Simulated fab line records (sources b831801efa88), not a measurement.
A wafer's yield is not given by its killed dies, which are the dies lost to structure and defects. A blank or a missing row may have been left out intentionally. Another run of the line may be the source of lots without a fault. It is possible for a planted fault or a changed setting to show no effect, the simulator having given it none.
Chamber matching | flow sky130 | SKY_SPACER_ETCHBACK_02 on rie-diel-01: 4 sister chambers
The step etches Si3N4 in CH3F/O2, stops on SiO2, time 46.7 s, target depth 45 nm. 8 wafers are shown with their chamber, then 12 later ones without.

WAFERS WITH THEIR CHAMBER
wafer  | chamber | ch3f-flow-sccm (sccm) | throttle-valve-pct (%)
L080.6 | 0       | 40.03                 | 10.556
L082.5 | 0       | 39.94                 | 10.566
L086.5 | 1       | 40.18                 | 10.562
L089.1 | 1       | 39.98                 | 10.554
L089.2 | 2       | 39.92                 | 10.540
L090.1 | 2       | 39.90                 | 10.558
L090.4 | 3       | 40.13                 | 10.573
L090.6 | 3       | 40.00                 | 10.566

WAFERS WITHOUT THEIR CHAMBER
wafer  | ch3f-flow-sccm (sccm) | throttle-valve-pct (%)
L093.1 | 40.06                 | 10.562
L093.3 | 40.01                 | 10.570
L093.6 | 39.94                 | 10.558
L094.1 | 39.88                 | 10.560
L094.3 | 39.86                 | 10.574
L094.5 | 39.80                 | 10.563
L096.2 | 40.01                 | 10.551
L096.5 | 40.17                 | 10.553
L096.6 | 39.96                 | 10.556
L097.2 | 40.03                 | 10.562
L097.3 | 40.08                 | 10.568
L097.4 | 40.18                 | 10.576

CHAMBER TAKEN BY EACH
wafer  | from the rows above               | in truth
L093.1 | can't be placed: 1 or 0 or 3 or 2 | 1
L093.3 | can't be placed: 3 or 0 or 1      | 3
L093.6 | can't be placed: 0 or 2 or 1 or 3 | 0
L094.1 | can't be placed: 0 or 2 or 1 or 3 | 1
L094.3 | can't be placed: 0 or 3 or 2 or 1 | 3
L094.5 | can't be placed: 0 or 2 or 3 or 1 | 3
L096.2 | can't be placed: 2 or 1 or 0 or 3 | 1
L096.5 | can't be placed: 1 or 0 or 3 or 2 | 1
L096.6 | can't be placed: 0 or 2 or 1 or 3 | 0
L097.2 | can't be placed: 0 or 1 or 3 or 2 | 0
L097.3 | can't be placed: 3 or 1 or 0      | 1
L097.4 | can't be placed: 3 or 1 or 0      | 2
0 of 12 placed correctly. Unplaceable from these rows: 12, with the true chamber sitting among the candidates in 11. Number placed wrongly: 0.
How it was worked out, from the rows above alone: a wafer's distance from a chamber is the root of the sum, over the readings, of the square of ((its reading less the chamber's mean) divided by the reading's scatter). If the next closest chamber is less than 2 further off than the closest, the wafer can't be placed; otherwise it belongs to the closest. For every chamber, the mean is computed from those of its wafers that are shown. The scatter: the root of (the sum of the squares of (reading less its chamber's mean) over the shown wafers, divided by (wafers less chambers)).
